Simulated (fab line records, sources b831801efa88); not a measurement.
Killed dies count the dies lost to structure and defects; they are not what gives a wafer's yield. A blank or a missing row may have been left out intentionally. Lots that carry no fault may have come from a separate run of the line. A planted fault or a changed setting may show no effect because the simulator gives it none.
Matching of chambers || flow gf180mcu || pecvd-03 running GF_MIM_CVD_05: 3 sister chambers
The step deposits Si3N4, target thk 42 nm, time 29.086 s. 14 wafers are shown with their chamber, then 7 later ones without.

## WAFERS WITH THEIR CHAMBER
{"wafer": "L877.1", "chamber": 0, "heater_power_w (W)": 724}
{"wafer": "L877.4", "chamber": 0, "heater_power_w (W)": 740}
{"wafer": "L877.5", "chamber": 1, "heater_power_w (W)": 732}
{"wafer": "L880.2", "chamber": 0, "heater_power_w (W)": 746}
{"wafer": "L880.3", "chamber": 1, "heater_power_w (W)": 763}
{"wafer": "L880.5", "chamber": 2, "heater_power_w (W)": 626}
{"wafer": "L881.1", "chamber": 2, "heater_power_w (W)": 552}
{"wafer": "L881.2", "chamber": 0, "heater_power_w (W)": 705}
{"wafer": "L881.4", "chamber": 0, "heater_power_w (W)": 684}
{"wafer": "L893.3", "chamber": 1, "heater_power_w (W)": 690}
{"wafer": "L893.4", "chamber": 1, "heater_power_w (W)": 708}
{"wafer": "L893.6", "chamber": 0, "heater_power_w (W)": 791}
{"wafer": "L894.1", "chamber": 2, "heater_power_w (W)": 584}
{"wafer": "L894.4", "chamber": 1, "heater_power_w (W)": 687}

SIGNATURES, as means of the wafers listed above
{"reading": "heater_power_w", "chamber 0": 731.67, "chamber 1": 716.00, "chamber 2": 587.33, "scatter within a chamber": 35.2}
Rule: a wafer's distance from a chamber is the root of the sum, over the readings, of the square of ((its reading less the chamber's mean) divided by the reading's scatter). If the next closest chamber is less than 2 further off than the closest, the wafer can't be placed; otherwise it belongs to the closest. The scatter is the square root of a quotient: the sum, over the shown wafers, of each reading's squared deviation from its chamber's mean, divided by wafers minus chambers.

## WAFERS WITH NO CHAMBER GIVEN
{"wafer": "L894.5", "heater_power_w (W)": 763}
{"wafer": "L895.1", "heater_power_w (W)": 684}
{"wafer": "L895.3", "heater_power_w (W)": 667}
{"wafer": "L895.6", "heater_power_w (W)": 696}
{"wafer": "L897.2", "heater_power_w (W)": 616}
{"wafer": "L897.3", "heater_power_w (W)": 691}
{"wafer": "L897.5", "heater_power_w (W)": 700}

## EACH ONE'S CHAMBER
{"wafer": "L894.5", "from the rows above": "can't be placed: 0 or 1", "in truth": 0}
{"wafer": "L895.1", "from the rows above": "can't be placed: 1 or 0 or 2", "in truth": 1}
{"wafer": "L895.3", "from the rows above": "can't be placed: 1 or 0 or 2", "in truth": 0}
{"wafer": "L895.6", "from the rows above": "can't be placed: 1 or 0", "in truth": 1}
{"wafer": "L897.2", "from the rows above": 2, "in truth": 2}
{"wafer": "L897.3", "from the rows above": "can't be placed: 1 or 0", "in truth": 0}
{"wafer": "L897.5", "from the rows above": "can't be placed: 1 or 0", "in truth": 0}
Placed correctly: 1 of 7. From these rows, 6 cannot be placed; in 6 the true chamber is one of the candidates. 0 placed wrongly.
